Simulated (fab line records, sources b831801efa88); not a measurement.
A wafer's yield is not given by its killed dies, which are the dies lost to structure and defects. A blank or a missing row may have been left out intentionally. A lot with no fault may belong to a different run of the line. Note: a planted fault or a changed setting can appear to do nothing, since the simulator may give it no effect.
Matching of chambers + flow gf180mcu + 4 sister chambers for GF_CONTACT_CMP_27 on cmp-02
The step polishes, stops on SiO2, t overpolish 15 s, target thk 0 nm. 22 wafers are shown with their chamber, then 11 later ones without.

WAFERS WITH THEIR CHAMBER
| wafer  | chamber | motor current A (A) | time to endpoint s (s) | overpolish run s (s) |
|--------|---------|---------------------|------------------------|----------------------|
| L417.2 | 3       | 11.8                | 73                     | 14.988               |
| L417.3 | 0       | 9.9                 | 68                     | 15.012               |
| L417.4 | 1       | 9.3                 | 70                     | 14.988               |
| L418.3 | 2       | 11.3                | 84                     | 15.016               |
| L418.5 | 2       | 11.1                | 78                     | 14.997               |
| L418.6 | 3       | 12.1                | 74                     | 15.003               |
| L420.2 | 1       | 9.1                 | 70                     | 14.999               |
| L420.3 | 0       | 10.2                | 72                     | 15.010               |
| L420.6 | 0       | 10.2                | 72                     | 15.003               |
| L421.3 | 0       | 9.6                 | 72                     | 14.992               |
| L421.4 | 3       | 11.6                | 74                     | 15.007               |
| L421.6 | 0       | 10.3                | 71                     | 14.995               |
| L423.3 | 3       | 11.2                | 72                     | 14.997               |
| L423.4 | 1       | 9.5                 | 71                     | 14.994               |
| L423.6 | 3       | 11.6                | 74                     | 14.994               |
| L428.1 | 0       | 9.5                 | 73                     | 15.000               |
| L428.2 | 3       | 11.8                | 73                     | 14.998               |
| L428.6 | 1       | 9.0                 | 75                     | 15.004               |
| L429.1 | 0       | 10.0                | 78                     | 14.988               |
| L429.4 | 3       | 11.8                | 77                     | 15.002               |
| L429.6 | 3       | 11.5                | 79                     | 15.010               |
| L431.2 | 3       | 11.3                | 75                     | 15.006               |

SIGNATURES (averages over the wafers above)
| reading            | chamber 0 | chamber 1 | chamber 2 | chamber 3 | scatter within a chamber |
|--------------------|-----------|-----------|-----------|-----------|--------------------------|
| motor current A    | 9.957     | 9.225     | 11.200    | 11.633    | 0.275                    |
| time to endpoint s | 72.29     | 71.50     | 81.00     | 74.56     | 2.65                     |
| overpolish run s   | 15.00000  | 14.99625  | 15.00650  | 15.00056  | 0.00815                  |
Rule: a wafer's distance from a chamber is the root of the sum, over the readings, of the square of ((its reading less the chamber's mean) divided by the reading's scatter). If the next closest chamber is less than 2 further off than the closest, the wafer can't be placed; otherwise it belongs to the closest. The scatter is the square root of a quotient: the sum, over the shown wafers, of each reading's squared deviation from its chamber's mean, divided by wafers minus chambers.

WAFERS WHOSE CHAMBER IS MISSING
| wafer  | motor current A (A) | time to endpoint s (s) | overpolish run s (s) |
|--------|---------------------|------------------------|----------------------|
| L431.4 | 8.8                 | 77                     | 14.998               |
| L431.6 | 9.1                 | 75                     | 14.995               |
| L433.1 | 11.7                | 75                     | 15.001               |
| L433.3 | 9.6                 | 75                     | 15.005               |
| L433.6 | 10.6                | 83                     | 14.992               |
| L439.1 | 9.1                 | 73                     | 15.011               |
| L439.3 | 11.7                | 71                     | 14.988               |
| L439.6 | 10.8                | 76                     | 15.008               |
| L440.1 | 9.1                 | 72                     | 15.007               |
| L440.2 | 11.4                | 72                     | 15.006               |
| L440.4 | 11.2                | 72                     | 14.995               |

WHICH CHAMBER EACH ONE RAN IN
| wafer  | from the rows above          | in truth |
|--------|------------------------------|----------|
| L431.4 | can't be placed: 1 or 0      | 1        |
| L431.6 | can't be placed: 1 or 0      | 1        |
| L433.1 | 3                            | 3        |
| L433.3 | can't be placed: 0 or 1      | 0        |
| L433.6 | can't be placed: 2 or 0      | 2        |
| L439.1 | can't be placed: 1 or 0      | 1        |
| L439.3 | 3                            | 3        |
| L439.6 | can't be placed: 2 or 3 or 0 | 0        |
| L440.1 | can't be placed: 1 or 0      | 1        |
| L440.2 | 3                            | 3        |
| L440.4 | can't be placed: 3 or 2      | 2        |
Correct placement for 3 of the 11. Cannot be placed on the basis of these rows: 8; the candidates contain the true chamber in 8. 0 placed wrongly.
